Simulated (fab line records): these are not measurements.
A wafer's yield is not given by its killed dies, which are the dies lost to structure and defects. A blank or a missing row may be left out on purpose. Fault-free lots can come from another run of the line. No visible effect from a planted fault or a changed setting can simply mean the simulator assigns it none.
Which of the tools did it?    flow gf180mcu    Sampling: 14 lots, 42 wafers, 5 of 602 route steps

WHAT EACH GAUGE READ, for each wafer
GF_DUAL_GATE_OVL_MEAS_11. Usual: DUAL_GATE_OVL typically reads 0.6 nm, with standard deviation 1.5.
lot   measured      on          DUAL_GATE_OVL (nm)  flag
L857  day 8 03:37   overlay-01  -0.5 0.6 1.1        
L858  day 8 12:13   overlay-01  0.7 2.4 2.2         
L859  day 8 16:01   overlay-02  -0.5 1.7 1.1        
L860  day 9 03:52   overlay-02  -1.1 -0.5 -0.7      
L865  day 10 20:40  overlay-01  1.5 3.8 1.3         
L866  day 11 01:16  overlay-02  1.2 1.3 1.2         
L867  day 11 07:37  overlay-01  -0.8 -0.4 1.1       
L868  day 11 10:33  overlay-02  -0.4 -1.1 0.1       
L869  day 11 22:04  overlay-02  -0.5 0.5 2.0        
L871  day 12 06:53  overlay-02  -0.7 0.0 -0.4       
L872  day 12 19:15  overlay-01  2.9 2.5 2.9         
L873  day 13 00:57  overlay-01  1.8 1.3 0.5         
L875  day 13 15:26  overlay-02  2.7 2.3 0.1         
L879  day 14 11:29  overlay-02  -0.7 0.1 0.8        

GF_NSD_CD_MEAS_07: the cd target is 400 nm. Usual: cd-nm reads 400.6 nm (standard deviation 2.5).
lot   measured      on         cd-nm (nm)         flag
L857  day 12 21:31  cd-sem-02  403.9 402.2 404.6  
L858  day 13 09:36  cd-sem-01  404.5 403.5 403.1  
L859  day 13 12:39  cd-sem-02  403.2 405.1 403.3  
L860  day 14 05:19  cd-sem-02  397.7 401.3 402.1  
L865  day 16 12:59  cd-sem-02  401.3 400.3 399.5  
L866  day 16 23:16  cd-sem-01  399.1 400.4 400.7  
L867  day 17 07:52  cd-sem-02  403.3 403.3 402.6  
L868  day 17 08:08  cd-sem-02  397.1 398.5 397.2  
L869  day 17 21:11  cd-sem-02  397.2 393.8 396.0  
L871  day 18 05:41  cd-sem-02  399.0 401.6 399.5  
L872  day 18 20:47  cd-sem-01  402.2 402.6 402.1  
L873  day 18 21:39  cd-sem-01  402.6 402.9 402.5  
L875  day 19 14:18  cd-sem-02  395.3 398.7 397.8  
L879  day 20 13:16  cd-sem-01  400.6 399.9 401.2  

GF_NSD_TW_MEAS_12. Usual: NSD_TW typically reads 4238, with standard deviation 21.
lot   measured      on             NSD_TW          flag
L857  day 12 22:04  film-metro-04  4232 4238 4239  
L858  day 13 10:08  film-metro-04  4234 4240 4257  
L859  day 13 13:11  film-metro-04  4217 4243 4248  
L860  day 14 05:51  film-metro-02  4232 4222 4233  
L865  day 16 13:32  film-metro-03  4241 4239 4234  
L866  day 16 23:49  film-metro-03  4227 4222 4234  
L867  day 17 08:24  film-metro-04  4294 4282 4268  
L868  day 17 08:41  film-metro-03  4239 4227 4242  
L869  day 17 21:44  film-metro-04  4295 4274 4264  
L871  day 18 06:14  film-metro-03  4235 4213 4234  
L872  day 18 21:20  film-metro-04  4261 4214 4224  
L873  day 18 22:13  film-metro-03  4231 4262 4233  
L875  day 19 14:52  film-metro-04  4224 4228 4213  
L879  day 20 13:49  film-metro-03  4257 4269 4240  

WHICH TOOL RAN EACH LOT (tool, then ch and the chambers of the sampled wafers, then the start)
lot   GF_POLY_GATE_COAT_05               GF_POLY_GATE_STRIP_14
L857  litho-track-04 ch 0, day 8 15:00   plasma-asher-03 ch 0,1, day 8 23:58
L858  litho-track-02 ch 0, day 9 00:00   plasma-asher-04 ch 0,1, day 9 09:36
L859  litho-track-04 ch 0, day 9 03:00   plasma-asher-03 ch 0,1, day 9 12:12
L860  litho-track-02 ch 0, day 9 16:00   plasma-asher-02 ch 0,1, day 10 02:09
L865  litho-track-04 ch 0, day 11 12:00  plasma-asher-03 ch 0,1, day 11 21:49
L866  litho-track-04 ch 0, day 11 18:00  plasma-asher-03 ch 0,1, day 12 04:06
L867  litho-track-02 ch 0, day 12 02:00  plasma-asher-04 ch 0,1, day 12 12:03
L868  litho-track-04 ch 0, day 12 02:00  plasma-asher-04 ch 0,1, day 12 12:13
L869  litho-track-04 ch 0, day 12 15:00  plasma-asher-04 ch 0,1, day 13 01:31
L871  litho-track-04 ch 0, day 13 00:00  plasma-asher-02 ch 0,1, day 13 10:21
L872  litho-track-02 ch 0, day 13 13:00  plasma-asher-03 ch 0,1, day 14 00:30
L873  litho-track-04 ch 0, day 13 14:00  plasma-asher-04 ch 0,1, day 14 00:51
L875  litho-track-04 ch 0, day 14 05:00  plasma-asher-04 ch 0,1, day 14 14:49
L879  litho-track-02 ch 0, day 15 01:00  plasma-asher-04 ch 0,1, day 15 11:51
- GF_POLY_GATE_COAT_05: resist thk 700 nm.
- GF_POLY_GATE_STRIP_14: strips in O2/N2.

AS READ BY THE TOOLS THEMSELVES (means over the sampled wafers that have a number; for cases with no such wafer, the mark the record gives instead)
GF_POLY_GATE_STRIP_14. Usual: drypump-motor-current-A 5.60 A, standard deviation 0.15; heater-power-w 377 W, standard deviation 35; oes-product-au 0.504 a.u., standard deviation 0.0046.
lot   tool             drypump-motor-current-A (A)  heater-power-w (W)  oes-product-au (a.u.)  flag
L857  plasma-asher-03  5.63                         373                 0.507                  
L858  plasma-asher-04  5.48                         383                 0.507                  
L859  plasma-asher-03  5.69                         365                 0.505                  
L860  plasma-asher-02  5.83                         326                 0.501                  
L865  plasma-asher-03  5.69                         368                 0.506                  
L866  plasma-asher-03  5.64                         376                 0.501                  
L867  plasma-asher-04  5.50                         408                 0.505                  
L868  plasma-asher-04  5.49                         387                 0.499                  
L869  plasma-asher-04  5.49                         412                 0.504                  
L871  plasma-asher-02  5.83                         332                 0.482                  OFF
L872  plasma-asher-03  5.69                         368                 0.507                  
L873  plasma-asher-04  5.50                         405                 0.486                  OFF
L875  plasma-asher-04  5.51                         383                 0.489                  OFF
L879  plasma-asher-04  5.49                         389                 0.505                  

THE ANSWER, worked out from the rows above alone
Rule: a lot is off if the mean of its wafers that have a number lies more than 3 standard deviations from the usual mean. A lot without any number at a reading at which 4 lots or more have one is off too. The other lots that the step has rows for count as sound. First the gauges in route order, then the tools' own readings, where a lot's mean is used as printed above. At the first step where some lot is off, the reading lying furthest off is the one used; lots without a number count as furthest.
Off, at GF_POLY_GATE_STRIP_14 on oes-product-au: L871, L873, L875.
If a tool, at that step or one of the process steps before it, ran each lot that is off and ran no sound lot following the first of them, it fits. One fits: GF_POLY_GATE_COAT_05 on litho-track-04. A fault onset in the window from L869 (day 12 15:00, its last sound lot) to L871 (day 13 00:00, its first lot off) fits.

WHAT WAS PUT IN BY THE SIMULATOR
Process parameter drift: litho-track-04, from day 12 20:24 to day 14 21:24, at GF_POLY_GATE_COAT_05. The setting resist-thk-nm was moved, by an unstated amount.
Shown lots that were struck: L871, L873, L875. The rule above found the same.
